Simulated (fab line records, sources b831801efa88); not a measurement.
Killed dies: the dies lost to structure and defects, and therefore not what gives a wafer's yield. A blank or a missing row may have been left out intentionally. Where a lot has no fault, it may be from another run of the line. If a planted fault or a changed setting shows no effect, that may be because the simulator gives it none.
Matching of chambers    flow sky130    SKY_FIELD_ISO_CMP_27 on cmp-02: 4 sister chambers
The step polishes, stops on Si3N4, t overpolish 16 s, target thk 457.8 nm. 4 wafers are shown with their chamber, then 12 later ones without.

## WAFERS, EACH WITH ITS CHAMBER
wafer   chamber  motor current A (A)
L083.6  1        10.3
L084.3  2        9.9
L089.4  3        10.8
L089.5  0        13.7

## WAFERS WITH NO CHAMBER GIVEN
wafer   motor current A (A)
L090.2  10.4
L090.3  10.4
L090.5  10.7
L091.1  10.1
L091.3  10.8
L091.5  9.5
L093.1  10.2
L093.3  10.6
L093.5  10.7
L096.3  10.8
L096.4  13.7
L096.5  10.5

## WHICH CHAMBER EACH WENT THROUGH
wafer   from the rows above      in truth
L090.2  can't be placed: 1 or 3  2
L090.3  can't be placed: 1 or 3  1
L090.5  can't be placed: 3 or 1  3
L091.1  can't be placed: 2 or 1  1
L091.3  3                        3
L091.5  2                        2
L093.1  can't be placed: 1 or 2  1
L093.3  can't be placed: 3 or 1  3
L093.5  can't be placed: 3 or 1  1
L096.3  3                        3
L096.4  0                        0
L096.5  can't be placed: 1 or 3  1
Correct placement for 4 of the 12. Not placeable from these rows: 8 (in 7, the candidates include the true chamber). Placed wrongly: 0.
How it was worked out, from the rows above alone: a wafer's distance from a chamber is the root of the sum, over the readings, of the square of ((its reading less the chamber's mean) divided by the reading's scatter). The wafer belongs to the nearest chamber; if the next one is less than 2 further off, it can't be placed. For every chamber, the mean is computed from those of its wafers that are shown. The scatter: with one shown wafer a chamber, the root of the mean of the squares of how far each hidden wafer lies from its nearest shown one.
